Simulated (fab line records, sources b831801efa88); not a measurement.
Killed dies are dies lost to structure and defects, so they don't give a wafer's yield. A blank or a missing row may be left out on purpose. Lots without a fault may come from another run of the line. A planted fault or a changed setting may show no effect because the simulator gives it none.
Which tool did it? | flow sky130 | 11 lots, 33 wafers sampled, at 6 steps of a route of 708

WHAT THE GAUGES READ, wafer by wafer
SKY_POLY_CUT_CD_MEAS_08: target cd 270 nm. Usual: cd_nm 269.9 nm, standard deviation 1.5.
lot  | measured     | on        | cd_nm (nm)        | flag
L860 | day 24 03:53 | cd_sem-01 | 272.2 271.2 270.6 |
L866 | day 26 14:14 | cd_sem-01 | 269.8 271.1 268.8 |
L867 | day 26 22:48 | cd_sem-02 | 264.2 266.3 266.7 |
L868 | day 27 02:35 | cd_sem-01 | 271.2 270.1 270.5 |
L873 | day 28 17:56 | cd_sem-02 | 269.6 268.4 268.1 |
L875 | day 29 14:47 | cd_sem-01 | 269.9 270.4 270.2 |
L876 | day 30 02:41 | cd_sem-01 | 271.3 268.9 269.4 |
L877 | day 30 04:05 | cd_sem-02 | 272.1 269.0 270.4 |
L881 | day 31 15:56 | cd_sem-02 | 270.0 269.2 269.9 |
L882 | day 31 20:58 | cd_sem-02 | 270.8 270.4 269.4 |
L883 | day 32 10:59 | cd_sem-02 | 269.7 269.9 270.6 |

SKY_SD_P_OVL_MEAS_08. Usual: SD_P_OVL 0.7 nm, standard deviation 1.3.
lot  | measured     | on         | SD_P_OVL (nm)  | flag
L860 | day 25 09:47 | overlay-01 | -0.8 -2.2 -0.4 |
L866 | day 27 19:20 | overlay-01 | -1.1 1.4 -2.0  |
L867 | day 28 04:00 | overlay-02 | 2.9 3.2 1.9    |
L868 | day 28 07:05 | overlay-01 | 1.1 1.8 1.5    |
L873 | day 29 22:42 | overlay-01 | 0.4 -0.1 1.5   |
L875 | day 30 19:05 | overlay-01 | 0.4 0.8 -1.0   |
L876 | day 31 06:44 | overlay-02 | 3.3 3.7 3.2    |
L877 | day 31 08:29 | overlay-01 | -1.6 -1.0 -0.3 |
L881 | day 32 19:14 | overlay-01 | 1.1 3.0 0.9    |
L882 | day 33 00:35 | overlay-02 | 0.9 0.1 -1.0   |
L883 | day 33 14:20 | overlay-01 | 1.5 1.0 0.6    |

SKY_RES_XHIGH_TW_MEAS_09. Usual: RES_XHIGH_TW 1642, standard deviation 23.
lot  | measured     | on            | RES_XHIGH_TW   | flag
L860 | day 26 15:16 | film_metro-04 | 1668 1681 1686 |
L866 | day 29 00:59 | film_metro-04 | 1666 1661 1666 |
L867 | day 29 08:49 | film_metro-02 | 1613 1611 1610 |
L868 | day 29 11:22 | film_metro-02 | 1602 1609 1616 |
L873 | day 31 02:39 | film_metro-01 | 1641 1637 1644 |
L875 | day 31 23:30 | film_metro-01 | 1635 1644 1631 |
L876 | day 32 09:59 | film_metro-01 | 1627 1639 1637 |
L877 | day 32 12:31 | film_metro-04 | 1674 1681 1680 |
L881 | day 33 21:14 | film_metro-02 | 1615 1612 1616 |
L882 | day 34 03:02 | film_metro-01 | 1663 1653 1646 |
L883 | day 34 16:53 | film_metro-02 | 1606 1615 1609 |

SKY_SD_N_RS_MEAS_16: measures by four-point-probe. Usual: SD_N_RS 68.55 ohm/sq, standard deviation 0.11.
lot  | measured     | on            | SD_N_RS (ohm/sq)                    | flag
L860 | day 27 20:58 | film_metro-02 | 68.39 68.50 68.59                   |
L866 | day 30 05:50 | film_metro-02 | 68.54 68.53 68.71                   |
L867 | day 30 13:34 | film_metro-01 | 68.71 68.64 68.60                   |
L868 | day 30 16:28 | film_metro-02 | 68.57 68.59 68.55                   |
L873 | day 32 06:35 | film_metro-02 | 67.51 67.52 67.57 67.37 67.40 67.54 | OFF
L875 | day 33 03:36 | film_metro-01 | 67.55 67.58 67.63 67.44 67.54 67.42 | OFF
L876 | day 33 14:04 | film_metro-01 | 68.52 68.58 68.67                   |
L877 | day 33 16:40 | film_metro-04 | 68.67 68.38 68.68                   |
L881 | day 35 01:05 | film_metro-02 | 68.43 68.46 68.42                   |
L882 | day 35 05:35 | film_metro-04 | 68.55 68.56 68.59                   |
L883 | day 35 20:29 | film_metro-02 | 68.41 68.47 68.62                   |

WHICH TOOL RAN EACH LOT (tool, then ch and the chambers of the sampled wafers, then the start)
lot  | SKY_SD_N_IMPLANT_09             | SKY_SD_N_STRIP_11
L860 | implanter-02 ch 0, day 27 20:17 | plasma_asher-01 ch 0,1, day 27 20:35
L866 | implanter-01 ch 0, day 30 05:08 | plasma_asher-01 ch 0,1, day 30 05:26
L867 | implanter-03 ch 0, day 30 12:54 | plasma_asher-03 ch 0,1, day 30 13:10
L868 | implanter-03 ch 0, day 30 15:47 | plasma_asher-01 ch 0,1, day 30 16:05
L873 | implanter-01 ch 0, day 32 05:54 | plasma_asher-03 ch 0,1, day 32 06:11
L875 | implanter-01 ch 0, day 33 02:55 | plasma_asher-01 ch 0,1, day 33 03:11
L876 | implanter-02 ch 0, day 33 13:22 | plasma_asher-02 ch 0,1, day 33 13:38
L877 | implanter-03 ch 0, day 33 15:59 | plasma_asher-02 ch 0,1, day 33 16:17
L881 | implanter-03 ch 0, day 35 00:25 | plasma_asher-02 ch 0,1, day 35 00:41
L882 | implanter-02 ch 0, day 35 04:54 | plasma_asher-02 ch 0,1, day 35 05:12
L883 | implanter-02 ch 0, day 35 19:41 | plasma_asher-03 ch 0,1, day 35 19:59
- SKY_SD_N_IMPLANT_09
- SKY_SD_N_STRIP_11: strips in O2/N2.

WHAT THE TOOLS THEMSELVES READ (means of the sampled wafers that have a number; where no wafer has one, the mark that the record gives instead)
SKY_SD_N_IMPLANT_09. Usual: beam_energy_keV 50.001, standard deviation 0.015; beam_on_s 16.1 s, standard deviation 0.94; end_station_pressure_torr 1.48e-05 Torr, standard deviation 1e-06; faraday_current_uA 13564, standard deviation 770.
lot  | tool         | beam_energy_keV | beam_on_s (s) | end_station_pressure_torr (Torr) | faraday_current_uA | flag
L860 | implanter-02 | 49.994          | 14.9          | 1.62e-05                         | 14589              |
L866 | implanter-01 | 49.997          | 16.4          | 1.42e-05                         | 13296              |
L867 | implanter-03 | 49.995          | 17.0          | 1.36e-05                         | 12906              |
L868 | implanter-03 | 50.009          | 17.0          | 1.39e-05                         | 12865              |
L873 | implanter-01 | 49.997          | 18.9          | 5.35e-05                         | 11782              | OFF
L875 | implanter-01 | 49.996          | 19.6          | 5.50e-05                         | 11425              | OFF
L876 | implanter-02 | 50.011          | 15.0          | 1.55e-05                         | 14526              |
L877 | implanter-03 | 50.004          | 17.6          | 1.40e-05                         | 12431              |
L881 | implanter-03 | 50.007          | 17.0          | 1.41e-05                         | 12868              |
L882 | implanter-02 | 49.998          | 15.3          | 1.57e-05                         | 14242              |
L883 | implanter-02 | 50.004          | 15.0          | 1.62e-05                         | 14511              |

SKY_SD_N_STRIP_11. Usual: chamber_pressure_mTorr 1500.0 mTorr, standard deviation 1.3; drypump_motor_current_A 5.8 A, standard deviation 0.51; oes_product_au 0.528 a.u., standard deviation 0.0043; strip_time_to_endpoint_s 22.55 s, standard deviation 0.045.
lot  | tool            | chamber_pressure_mTorr (mTorr) | drypump_motor_current_A (A) | oes_product_au (a.u.) | strip_time_to_endpoint_s (s) | flag
L860 | plasma_asher-01 | 1500.1                         | 5.7                         | 0.524                 | 22.58                        |
L866 | plasma_asher-01 | 1498.6                         | 5.6                         | 0.528                 | 22.56                        |
L867 | plasma_asher-03 | 1499.4                         | 5.8                         | 0.530                 | 22.56                        |
L868 | plasma_asher-01 | 1500.2                         | 5.7                         | 0.526                 | 22.55                        |
L873 | plasma_asher-03 | 1499.4                         | 6.0                         | 0.519                 | 23.05                        | OFF
L875 | plasma_asher-01 | 1499.8                         | 5.7                         | 0.525                 | 23.04                        | OFF
L876 | plasma_asher-02 | 1500.7                         | 5.6                         | 0.530                 | 22.48                        |
L877 | plasma_asher-02 | 1499.7                         | 5.6                         | 0.525                 | 22.54                        |
L881 | plasma_asher-02 | 1498.9                         | 5.6                         | 0.527                 | 22.49                        |
L882 | plasma_asher-02 | 1499.7                         | 5.6                         | 0.529                 | 22.53                        |
L883 | plasma_asher-03 | 1499.7                         | 6.0                         | 0.533                 | 22.51                        |

THE ANSWER, worked out from the rows above alone
Rule: a lot is off if the mean of its wafers that have a number lies more than 3 standard deviations from the usual mean. A lot without any number at a reading at which 4 lots or more have one is off too. The other lots that the step has rows for count as sound. The gauges are gone through in route order, then the tools' own readings, and for those a lot's mean is taken as printed above. The first step at which some lot is off is used, and at that step the reading that is off furthest; a lot without a number counts as furthest.
Off: L873, L875, at SKY_SD_N_RS_MEAS_16 (SD_N_RS).
A tool fits if, at a process step before that reading, it ran every lot that is off, and no sound lot after the first of them. The gauges at SKY_SD_N_RS_MEAS_16 aren't tried: what is off there is off at SKY_SD_N_IMPLANT_09 too, on other tools, and a gauge's error can't cause that. One fits: implanter-01 at SKY_SD_N_IMPLANT_09. Its last sound lot is L866 (day 30 05:08), its first lot that is off L873 (day 32 05:54): a fault that began between those two fits.
The tool's own readings at SKY_SD_N_IMPLANT_09 bear it out: on the lots that are off they differ by more than 5 times the standard deviation of the sound lots' means. end_station_pressure_torr reads 5.43e-05 Torr there against 1.48e-05 Torr on the sound lots.

WHAT THE SIMULATOR HAD PUT IN
Process parameter drift: implanter-01, from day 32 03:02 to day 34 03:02, at SKY_SD_N_IMPLANT_09. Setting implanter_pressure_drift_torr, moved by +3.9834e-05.
Process parameter drift: implanter-01, from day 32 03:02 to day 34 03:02, at SKY_SD_N_IMPLANT_09. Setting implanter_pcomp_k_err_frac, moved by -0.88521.
Lots struck among those shown: L873, L875. The rule above found the same.
